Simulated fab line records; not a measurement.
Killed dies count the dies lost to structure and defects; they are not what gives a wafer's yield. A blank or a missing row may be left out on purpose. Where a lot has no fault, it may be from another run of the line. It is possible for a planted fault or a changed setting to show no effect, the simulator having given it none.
Which tool is to blame? || flow gf180mcu || 6 lots, 18 wafers sampled, at 4 steps of a route of 602

== WHAT EACH GAUGE READ, for each wafer ==
GF_V4_THK_MEAS_01.
{"lot": "L878", "measured": "day 24 01:02", "on": "filmMetro-02", "V4_CVD_00_THK (nm)": "600 604 596"}
{"lot": "L881", "measured": "day 24 18:22", "on": "filmMetro-02", "V4_CVD_00_THK (nm)": "603 593 611"}
{"lot": "L883", "measured": "day 25 06:53", "on": "filmMetro-01", "V4_CVD_00_THK (nm)": "609 593 612"}
{"lot": "L885", "measured": "day 26 09:28", "on": "filmMetro-03", "V4_CVD_00_THK (nm)": "610 605 609"}
{"lot": "L888", "measured": "day 27 04:25", "on": "filmMetro-02", "V4_CVD_00_THK (nm)": "597 615 599"}
{"lot": "L897", "measured": "day 29 17:59", "on": "filmMetro-01", "V4_CVD_00_THK (nm)": "599 605 593"}

== TOOL THAT RAN EACH LOT (tool first, then ch and the chambers of the sampled wafers, then the start) ==
{"lot": "L878", "GF_V3_CVD_23": "cvdW-02 ch 0,1, day 23 00:37", "GF_M4_SPUTTER_00": "pvdSputter-04, day 23 01:13", "GF_V4_CVD_00": "hdpcvd-02 ch 0,1,2, day 24 00:58"}
{"lot": "L881", "GF_V3_CVD_23": "cvdW-01 ch 0,1, day 23 18:18", "GF_M4_SPUTTER_00": "pvdSputter-02, day 23 18:53", "GF_V4_CVD_00": "hdpcvd-02 ch 0,1,2, day 24 18:17"}
{"lot": "L883", "GF_V3_CVD_23": "cvdW-01 ch 0,1, day 24 07:05", "GF_M4_SPUTTER_00": "pvdSputter-03, day 24 07:40", "GF_V4_CVD_00": "hdpcvd-01 ch 0,2, day 25 06:48"}
{"lot": "L885", "GF_V3_CVD_23": "cvdW-02 ch 0,1, day 25 10:59", "GF_M4_SPUTTER_00": "pvdSputter-03, day 25 11:35", "GF_V4_CVD_00": "hdpcvd-02 ch 0,1,2, day 26 09:24"}
{"lot": "L888", "GF_V3_CVD_23": "cvdW-01 ch 0,1, day 26 05:52", "GF_M4_SPUTTER_00": "pvdSputter-04, day 26 06:28", "GF_V4_CVD_00": "hdpcvd-01 ch 0,2, day 27 04:20"}
{"lot": "L897", "GF_V3_CVD_23": "cvdW-01 ch 0,1, day 28 21:41", "GF_M4_SPUTTER_00": "pvdSputter-02, day 28 22:17", "GF_V4_CVD_00": "hdpcvd-02 ch 0,1, day 29 17:54"}
- GF_V3_CVD_23: deposits W, target thk 350 nm, time 104.9 s.
- GF_M4_SPUTTER_00: material Ti, target thk 37.5 nm, time 150 s.
- GF_V4_CVD_00: deposits SiO2, target thk 600 nm, time 100 s.

== THE ANSWER, worked out from the rows above alone ==
Rule: the lots themselves supply what counts as usual. The widest of any qualifying gaps counts: lots, ordered by their means at a reading, are off when they make up no more than a third of the lots, leave a main group of 4 or more, and stand apart from it by 3 or more times the standard deviation of that group's means. A main group is skipped when, at the precision printed for the reading in the tables above, its means are all equal. Also off: a lot with no number at a reading for which 4 or more lots have one. All remaining lots with rows at the step are treated as sound.
Across all readings shown, no lot is off: no conclusion can be drawn from this.

== WHAT WAS PUT IN BY THE SIMULATOR ==
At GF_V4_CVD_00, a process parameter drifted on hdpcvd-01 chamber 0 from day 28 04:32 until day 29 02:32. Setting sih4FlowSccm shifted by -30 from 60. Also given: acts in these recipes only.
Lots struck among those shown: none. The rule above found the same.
